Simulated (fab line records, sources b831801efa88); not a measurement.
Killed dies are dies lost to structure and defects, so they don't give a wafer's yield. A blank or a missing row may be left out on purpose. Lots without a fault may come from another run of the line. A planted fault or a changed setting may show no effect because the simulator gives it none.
Chamber matching | flow sfq_line | SFQ_TRILAYER_I7_VIA_BARC_OPEN_VIA_ETCH_260 on rie_diel-04: 4 sister chambers
The step etches BARC in O2, target depth 125 nm, time 41.7 s. 8 wafers are shown with their chamber, then 6 later ones without.

WAFERS WITH THEIR CHAMBER
wafer  | chamber | drypump_motor_current_A (A) | oes_product_au (a.u.)
L560.1 | 0       | 5.71                        | 0.687
L562.3 | 3       | 5.81                        | 0.679
L564.2 | 0       | 5.73                        | 0.687
L564.3 | 3       | 5.80                        | 0.686
L565.6 | 2       | 5.86                        | 0.685
L575.3 | 1       | 5.85                        | 0.686
L575.5 | 2       | 5.86                        | 0.685
L575.6 | 1       | 5.83                        | 0.691

WAFERS WITHOUT THEIR CHAMBER
wafer  | drypump_motor_current_A (A) | oes_product_au (a.u.)
L577.1 | 5.72                        | 0.682
L577.2 | 5.82                        | 0.683
L577.5 | 5.72                        | 0.682
L579.1 | 5.72                        | 0.679
L579.4 | 5.79                        | 0.686
L579.5 | 5.82                        | 0.687

WHICH CHAMBER EACH WENT THROUGH
wafer  | from the rows above          | in truth
L577.1 | 0                            | 0
L577.2 | can't be placed: 3 or 1      | 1
L577.5 | 0                            | 0
L579.1 | 0                            | 0
L579.4 | 3                            | 3
L579.5 | can't be placed: 1 or 3 or 2 | 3
Placed correctly: 4 of 6. Can't be placed from these rows: 2 (the true chamber is among the candidates in 2). Placed wrongly: 0.
How it was worked out, from the rows above alone: a wafer's distance from a chamber is the root of the sum, over the readings, of the square of ((its reading less the chamber's mean) divided by the reading's scatter). The wafer belongs to the nearest chamber; if the next one is less than 2 further off, it can't be placed. A chamber's mean is the mean of its shown wafers. The scatter: the root of (the sum of the squares of (reading less its chamber's mean) over the shown wafers, divided by (wafers less chambers)).
